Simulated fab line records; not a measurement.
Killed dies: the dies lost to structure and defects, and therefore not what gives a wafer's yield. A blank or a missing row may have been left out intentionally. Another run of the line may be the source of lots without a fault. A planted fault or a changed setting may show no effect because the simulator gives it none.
Matching of chambers	flow sfqLine	SFQ_TRILAYER_I0_CMP_CMP_028 on cmp-01: 4 sister chambers
The step polishes SiO2. 8 wafers are shown with their chamber, then 8 later ones without.

WAFERS WITH THEIR CHAMBER
wafer	chamber	motorCurrentA (A)	timeToEndpointS (s)
L994.1	0	9.7	219
L996.2	1	11.2	217
L996.5	3	10.7	222
L996.6	0	9.1	229
L997.2	1	11.9	223
L997.6	2	9.8	230
L998.1	3	10.0	208
L998.4	2	9.8	222

WAFERS WITHOUT THEIR CHAMBER
wafer	motorCurrentA (A)	timeToEndpointS (s)
L998.6	9.1	219
L102.3	11.8	210
L102.6	10.4	198
L105.4	9.1	214
L105.2	10.2	218
L106.1	10.4	209
L106.3	9.3	220
L106.6	9.9	201

CHAMBER TAKEN BY EACH
wafer	from the rows above	in truth
L998.6	can't be placed: 0 or 2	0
L102.3	1	1
L102.6	can't be placed: 3 or 1 or 2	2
L105.4	can't be placed: 0 or 2 or 3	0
L105.2	can't be placed: 3 or 2 or 0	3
L106.1	can't be placed: 3 or 2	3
L106.3	can't be placed: 0 or 2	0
L106.6	can't be placed: 3 or 0 or 2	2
1 of 8 placed correctly. Cannot be placed on the basis of these rows: 7; the candidates contain the true chamber in 7. 0 placed wrongly.
How it was worked out, from the rows above alone: a wafer's distance from a chamber is the root of the sum, over the readings, of the square of ((its reading less the chamber's mean) divided by the reading's scatter). If the next closest chamber is less than 2 further off than the closest, the wafer can't be placed; otherwise it belongs to the closest. For every chamber, the mean is computed from those of its wafers that are shown. How the scatter is found: for the shown wafers, subtract from each reading the mean of its chamber, square and add these, divide the total by (wafers less chambers), then take the root.
